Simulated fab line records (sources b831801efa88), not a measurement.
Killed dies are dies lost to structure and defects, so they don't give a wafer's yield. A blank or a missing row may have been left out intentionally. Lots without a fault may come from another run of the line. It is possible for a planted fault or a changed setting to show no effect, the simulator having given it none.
fab line records | flow gf180mcu | part 2 of 2: steps 29 to 39 of 39
record: lots: 5 wafers: 15 lastDay: 33
route steps=602 shown V1@345 M2@362 V2@382
lots that met no fault: taken from a fault-free run of the same line
startH: hours from the record's first day to the start of the lot's first wafer shown | waitH: hours elapsed since this lot's preceding step | " identical to the entry in the row above | L1.1+2: a single row standing in for several wafers | - no value, or no start given | * or withheld: withheld | < > ~ a bound
route shown NAME@n: names a module that has steps shown in the file, with the first one's number in the route | usual: mean/standard deviation taken from wafers without a fault | same: alike in all rows | chamber/n: place in a boat | sites: readings site by site | _std_site: standard deviation of those values | _edge_site: mean of outer sites minus mean of inner sites | radiusMm: how far each site lies from the wafer's centre | mask NAME#n: copy n | behind: the last tool/chamber to shape the wafer | hold: why the lot was held/for how many hours/how that ended | device: whichever transistor did not switch (one of n, p or np) | end of line: tests run on the same wafers once the route is complete | a step with no rows: only its recipe | killed: dies that structure and defects cost at the first sort, which is not the same as the wafer's yield | map: per-die view of a wafer (x killed, . not killed, _ where there is no die)
set.NAME: the setting that was run; set.NAME@STEP: the one run at that earlier step | model.NAME: the simulator's own value behind a step, which no gauge read
a table for each step, a row for each wafer; lots at some steps of the route
services: when a tool's chamber went out of use (startH, in hours from the record's first day, below 0 if earlier), for how many hours, and the reason
== steps ==
step: GF_M2_EXPOSE_11
recipe: maskId: Metal2 targetCdNm: 280 na: 0.68 sourceShape: conventional sigmaOuter: 0.6 doseMj: 28
columns lot.wafer tool chamber startH waitH mask
L082.1+3+6 krfScanner-01 0 - - Metal2#0
L085.1+2+6 krfScanner-02 0 - - Metal2#0
L089.1+3+6 krfScanner-02 0 - - Metal2#0
L092.2+3+6 krfScanner-02 0 - - Metal2#0
L093.1+2+3 krfScanner-01 0 - - Metal2#0
step: GF_M2_PEB_12
recipe: pebTempC: 135 pebTimeS: 90 resist: KrF
columns lot.wafer tool chamber startH waitH
L082.1+3+6 lithoTrack-02 0 - -
L085.1+2+6 lithoTrack-01 0 - -
L089.1+3+6 lithoTrack-01 0 - -
L092.2+3+6 lithoTrack-01 0 - -
L093.1+2+3 lithoTrack-03 0 - -
step: GF_M2_DEVELOP_13
recipe: developTimeS: 60 devTempC: 21
columns lot.wafer tool chamber startH waitH
L082.1+3+6 lithoTrack-02 0 519.06 0.2
L085.1+2+6 lithoTrack-01 0 542.69 0.2
L089.1+3+6 lithoTrack-01 0 574.34 0.2
L092.2+3+6 lithoTrack-01 0 591.72 0.2
L093.1+2+3 lithoTrack-03 0 598.71 0.2
step: GF_M2_CD_MEAS_14
recipe: targetCdNm: 280
usual: cdNm: 279.8/1.1
columns lot.wafer tool chamber startH waitH cdNm
L082.1 cdSem-01 - 519.21 0.1 278.3
L082.3 " - " " 278.9
L082.6 " - " " 278.3
L085.1 cdSem-02 - 542.84 0.1 280.2
L085.2 " - " " 279.9
L085.6 " - " " 279.5
L089.1 cdSem-01 - 574.49 0.1 277.3
L089.3 " - " " 278.1
L089.6 " - " " 278.3
L092.2 cdSem-02 - 591.86 0.1 279.9
L092.3 " - " " 280.1
L092.6 " - " " 280.5
L093.1 cdSem-01 - 598.86 0.1 277.7
L093.2 " - " " 277.2
L093.3 " - " " 277.6
step: GF_M2_OVL_MEAS_15
usual: M2_OVL: -2/5.1
columns lot.wafer tool chamber startH waitH M2_OVL[nm]
L082.1 overlay-02 - 519.33 0.1 0
L082.3 " - " " -5
L082.6 " - " " -9
L085.1 overlay-01 - 542.96 0.1 -2
L085.2 " - " " -9
L085.6 " - " " -9
L089.1 overlay-01 - 574.61 0.1 10
L089.3 " - " " 16
L089.6 " - " " 10
L092.2 overlay-01 - 591.97 0.1 0
L092.3 " - " " 0
L092.6 " - " " -8
L093.1 overlay-02 - 598.98 0.1 1
L093.2 " - " " 0
L093.3 " - " " -5
step: GF_M2_METAL_ETCH_16
recipe: chemistry: Cl2/BCl3 maskMaterial: KrF targetDepthNm: 627.5 stopOn: SiO2 pressureMtorr: 8 icpW: 800 biasW: 140 Cl2_flow_sccm: 80 bcl3FlowSccm: 40 timeS: 104.6
usual: drypumpMotorCurrentA: 5.47/0.29 oesProductAu: 0.975/0.0059 throttleValvePct: 28.247/0.0097
columns lot.wafer tool chamber startH waitH drypumpMotorCurrentA oesProductAu rfHoursCounterH throttleValvePct
L082.1 rieMetal-01 1 519.36 0.0 5.77 0.977 3.7 28.234
L082.3 " 1 " " 5.77 0.985 - 28.234
L082.6 " 1 " " 5.78 0.980 - 28.239
L085.1 rieMetal-04 0 543.00 0.0 5.03 0.976 3.2 28.251
L085.2 " 0 " " 5.02 0.983 - 28.245
L085.6 " 0 " " 5.00 0.980 - 28.253
L089.1 rieMetal-01 1 574.65 0.0 5.74 0.972 5.4 28.232
L089.3 " 0 " " 5.62 0.977 - 28.239
L089.6 " 0 " " 5.63 0.974 - 28.253
L092.2 rieMetal-02 0 592.00 0.0 5.29 0.978 8.1 28.233
L092.3 " 0 " " 5.28 0.971 - 28.252
L092.6 " 1 " " 5.73 0.979 - 28.244
L093.1 rieMetal-01 1 599.02 0.0 5.76 0.968 6.1 28.257
L093.2 " 0 " " 5.63 0.973 1.9 28.244
L093.3 " 0 " " 5.64 0.975 - 28.258
step: GF_M2_STRIP_17
recipe: chemistry: O2/N2 powerW: 1400 pressureMtorr: 1500 platenTempC: 250 o2FlowSccm: 3000 n2FlowSccm: 300 overashFraction: 0.5
usual: drypumpMotorCurrentA: 5.9/0.64 heaterPowerW: 339/22 n2FlowSccm: 299.9/0.87 oesProductAu: 0.557/0.0049 stripTimeToEndpointS: 7.87/0.038
columns lot.wafer tool chamber startH waitH drypumpMotorCurrentA heaterPowerW n2FlowSccm oesProductAu rfHoursCounterH stripTimeToEndpointS
L082.1 plasmaAsher-03 0 519.59 0.2 5.9 353 299.3 0.557 49 7.87
L082.3 " 1 " " 5.8 325 298.9 0.558 - 7.86
L082.6 " 1 " " 5.8 323 299.0 0.562 - 7.90
L085.1 plasmaAsher-02 1 543.23 0.2 6.8 369 300.9 0.559 14 7.93
L085.2 " 0 " " 5.4 335 299.3 0.567 14 7.90
L085.6 " 1 " " 6.8 371 299.8 0.553 - 7.88
L089.1 plasmaAsher-02 1 574.76 0.1 6.8 366 299.6 0.557 17 7.82
L089.3 " 1 " " 6.8 362 302.0 0.563 - 7.91
L089.6 " 1 " " 6.8 367 301.5 0.554 - 7.88
L092.2 plasmaAsher-02 0 592.11 0.1 5.4 338 300.7 0.555 19 7.85
L092.3 " 1 " " 6.8 358 299.5 0.558 - 7.84
L092.6 " 1 " " 6.8 366 300.6 0.560 - 7.84
L093.1 plasmaAsher-02 0 599.13 0.1 5.4 344 300.4 0.552 19 7.77
L093.2 " 1 " " 6.8 354 298.6 0.550 19 7.85
L093.3 " 1 " " 6.8 365 299.4 0.558 - 7.91
step: GF_M2_STRIP_18
recipe: chemistry: postEtchResidueRemover timeS: 1200 tempC: 72.5
usual: bathGuardTempC: 72.5/0.45
columns lot.wafer tool chamber startH waitH bathGuardTempC
L082.1 wetBench-03 2 519.69 0.1 72.5
L082.3 " 2 " " 72.3
L082.6 " 2 " " 72.2
L085.1 wetBench-02 0 543.33 0.1 72.9
L085.2 " 0 " " 72.9
L085.6 " 0 " " 73.1
L089.1 wetBench-03 2 574.86 0.1 72.6
L089.3 " 2 " " 72.1
L089.6 " 2 " " 71.9
L092.2 wetBench-02 1 592.21 0.1 73.1
L092.3 " 1 " " 73.2
L092.6 " 1 " " 73.0
L093.1 wetBench-01 0 599.23 0.1 72.5
L093.2 " 0 " " 72.4
L093.3 " 0 " " 72.2
step: GF_M2_CLEAN_19
recipe: chemistry: DIW dry: n2Spin
columns lot.wafer tool chamber startH waitH
L082.1+3+6 wetBench-02 3 520.06 0.0
L085.1+2+6 wetBench-01 3 543.67 0.0
L089.1+3+6 wetBench-02 1 575.20 0.0
L092.2+3+6 wetBench-02 1 592.55 0.0
L093.1+2+3 wetBench-02 1 599.57 0.0
step: GF_V2_CVD_00
recipe: material: SiO2 targetThkNm: 600 sigmaOpenFrac: 0.3 tempC: 400 timeS: 100 sih4FlowSccm: 60 pressureMtorr: 6
columns lot.wafer tool chamber startH waitH
L082.1+3+6 hdpcvd-01 1,0,0 520.15 0.0
L085.1+2+6 hdpcvd-01 2,0,1 543.76 0.0
L089.1+3+6 hdpcvd-02 0,1,0 575.30 0.0
L092.2+3+6 hdpcvd-02 2,0,1 592.65 0.0
L093.1+2+3 hdpcvd-02 2,1,0 599.67 0.0
step: GF_V2_THK_MEAS_01
recipe: reads: SiO2_of_V2_CVD_00
usual: V2_CVD_00_THK: 599/6.7
columns lot.wafer tool chamber startH waitH V2_CVD_00_THK[nm]
L082.1 filmMetro-04 - 520.22 0.0 597
L082.3 " - " " 596
L082.6 " - " " 593
L085.1 filmMetro-01 - 543.83 0.0 599
L085.2 " - " " 596
L085.6 " - " " 601
L089.1 filmMetro-01 - 575.37 0.0 606
L089.3 " - " " 601
L089.6 " - " " 600
L092.2 filmMetro-04 - 592.73 0.0 600
L092.3 " - " " 590
L092.6 " - " " 595
L093.1 filmMetro-01 - 599.74 0.0 609
L093.2 " - " " 608
L093.3 " - " " 598
== services ==
columns tool chamber startH hours kind
cvdW-01 1 462.28 4.4 repair
krfScanner-01 - 467.04 0.8 pm
rieDiel-01 2 467.43 7.8 repair
pvdSputter-04 - 467.62 11.1 repair
rieDiel-01 1 467.82 1.2 repair
krfScanner-02 - 470.87 1.3 pm
krfScanner-02 - 472.37 2.9 repair
hdpcvd-02 - 482.27 1.6 repair
krfScanner-02 - 490.25 4.5 repair
wetBench-02 - 494.04 2.7 repair
rieDiel-01 0 494.27 4.1 repair
krfScanner-02 - 498.21 1.0 pm
krfScanner-01 - 499.21 4.4 pm
pvdSputter-04 - 518.63 1.4 repair
cvdW-01 0 523.98 5.2 repair
pvdSputter-03 - 536.65 5.2 repair
krfScanner-02 - 548.24 5.4 repair
rieDiel-03 3 554.04 4.6 repair
rieDiel-01 3 558.17 1.8 repair
rieDiel-03 - 572.38 1.0 repair
pvdSputter-01 - 584.88 11.2 repair
cvdW-01 0 592.32 14.4 repair
krfScanner-02 - 597.01 3.4 repair
pvdSputter-03 - 598.22 2.1 repair
